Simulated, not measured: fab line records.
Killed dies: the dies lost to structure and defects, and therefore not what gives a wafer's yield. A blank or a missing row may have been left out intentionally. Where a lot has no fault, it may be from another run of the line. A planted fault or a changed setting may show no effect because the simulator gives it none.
A lot that was struck, set against a sound lot / flow sky130 / 21 out of 708 route steps
Sound: wafers L829.1, L829.3, L829.4. Wafers struck: L837.2, L837.3, L837.6. The cause comes at the end.
For every step that has rows: the tool of each side, followed by ch and its chambers, followed by its first start. Under that, the readings that differ: sound wafers / struck wafers / difference of the means / sigmas: that difference in standard deviations of wafers without a fault.
alike: words and numbers the same on both sides, and readings whose means are apart by under 2 such deviations; not compared: readings that were withheld, readings missing a value for some wafer, numbers with overlapping values and no deviation given by the record, and bounds like >300 which may hide the same value.
A row with sigmas, a row that says differs or no value, or rows on one side alone: a step with any of these is where the two part. Non-overlapping numbers with no deviation appear without sigmas and do not part them. Lack of a reading on every wafer of one side parts them only where that side has two or more wafers.

SKY_LI_CONTACT_SPUTTER_20: material TiN, target thk 20 nm, time 80 s.
  struck on pvd sputter-03, day 33 11:18; sound on pvd sputter-01, day 31 01:13
  alike: throttle valve pct
SKY_LI_CONTACT_CVD_21: deposits W, target thk 400 nm, time 120.56 s.
  sound on cvd w-02 ch 0, day 31 01:17; struck on cvd w-02 ch 0,1, day 33 11:22
  alike: heater power w
SKY_LI_CONTACT_RS_MEAS_22: a four-point-probe measurement.
  struck on film metro-01, day 33 11:31; sound on film metro-01, day 31 01:32
  alike: LI_CONTACT_W_RS
SKY_LI_CONTACT_THK_MEAS_23: measures by xrf.
  struck on film metro-01, day 33 11:37; sound on film metro-01, day 31 01:40
  alike: LI_CONTACT_W_THK
SKY_LI_CONTACT_CMP_24: polishes, stops on PSG, t overpolish 20 s, target thk 0 nm.
  sound on cmp-02 ch 0,1,2, day 31 01:43; struck on cmp-02 ch 1,2, day 33 11:40
  alike: head pressure psi, motor current A, overpolish run s, slurry filter dp kPa, time to endpoint s
SKY_LOCAL_INTERCONNECT_SPUTTER_00: material TiN, target thk 100 nm, time 83.3 s.
  struck on pvd sputter-04, day 33 11:58; sound on pvd sputter-04, day 31 02:01
  alike: throttle valve pct
SKY_LOCAL_INTERCONNECT_RS_MEAS_01: a four-point-probe measurement.
  struck on film metro-04, day 33 12:03; sound on film metro-01, day 31 02:05
  alike: LOCAL_INTERCONNECT_TIN_RS
SKY_LOCAL_INTERCONNECT_THK_MEAS_02: measures by xrf.
  struck on film metro-04, day 33 12:10; sound on film metro-01, day 31 11:43
  alike: LOCAL_INTERCONNECT_TIN_THK
then, 4 steps without rows for these wafers: SKY_LOCAL_INTERCONNECT_DEHYDRATE_03 (time 60 s); SKY_LOCAL_INTERCONNECT_HMDS_04 (prime time 60 s); SKY_LOCAL_INTERCONNECT_COAT_05 (resist thk 60 nm); SKY_LOCAL_INTERCONNECT_COAT_06 (resist thk 450 nm).
SKY_LOCAL_INTERCONNECT_SOFTBAKE_07: time 90 s.
  sound on litho track-04 ch 0, day 32 01:00; struck on litho track-02 ch 0, day 34 01:00
reading=heater power total W (W); sound=57.19 57.33 57.28; struck=54.29 54.33 54.21; difference=-2.99; sigmas=-27
reading=plate temp C (C); sound=99.92 100.00 99.74; struck=96.12 96.26 96.21; difference=-3.69; sigmas=-28
then, 2 steps without rows for these wafers: SKY_LOCAL_INTERCONNECT_EXPOSE_08 (exposes mask LI1M, target cd 170 nm); SKY_LOCAL_INTERCONNECT_PEB_09.
SKY_LOCAL_INTERCONNECT_DEVELOP_10: develop time 60 s.
  sound: litho track-02 ch 0; struck: litho track-04 ch 0
reading=model.KrF-thick_of_LOCAL_INTERCONNECT_COAT_06.thk nm (nm); sound=434.9 435 434; struck=438.9 438.6 437.7; difference=+3.8; sigmas=
SKY_LOCAL_INTERCONNECT_CD_MEAS_11: target cd 170 nm.
  struck on cd sem-02, day 34 14:44; sound on cd sem-02, day 32 15:00
  alike: cd nm
SKY_LOCAL_INTERCONNECT_OVL_MEAS_12:
  struck on overlay-02, day 34 14:50; sound on overlay-01, day 32 15:07
  alike: LOCAL_INTERCONNECT_OVL
SKY_LOCAL_INTERCONNECT_ETCH_13: etches BARC in N2/H2, stops on SiO2, time 45.9 s, target depth 60 nm.
  sound on rie metal-02 ch 0,1, day 32 15:09; struck on rie metal-04 ch 1, day 34 14:53
reading=model.KrF-thick_of_LOCAL_INTERCONNECT_COAT_06.thk nm (nm); sound=392.1 391.1 391.3; struck=396.5 395.9 395.6; difference=+4.5; sigmas=
  alike: bias w, drypump motor current A, n2 flow sccm, oes product au, throttle valve pct
  not compared: rf hours counter h
SKY_LOCAL_INTERCONNECT_METAL_ETCH_14: etches TiN in Cl2/BCl3, stops on PSG, target depth 110 nm, time 31.4 s.
  sound on rie metal-02 ch 0,1, day 32 15:13; struck on rie metal-04 ch 1, day 34 15:01
  alike: bias w, drypump motor current A, oes product au, throttle valve pct
  not compared: rf hours counter h
-- record jumps: 14 days separate the struck wafers' starts on either side; left off in module LOCAL_INTERCONNECT, taken up again in module PAD_OPEN, whose first shown step is the route's number 708 --
SKY_PAD_OPEN_PROBE_99:
  rows exist in the record for the struck wafers here (prober-01, day 48 23:53), but not for the sound ones

== WHERE THEY PART ==
Last at SKY_PAD_OPEN_PROBE_99 as far as this record goes, first at SKY_LOCAL_INTERCONNECT_SOFTBAKE_07.

WHY: the cause the simulator had injected
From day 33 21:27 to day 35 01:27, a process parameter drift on litho track-02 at SKY_LOCAL_INTERCONNECT_SOFTBAKE_07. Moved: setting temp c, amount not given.
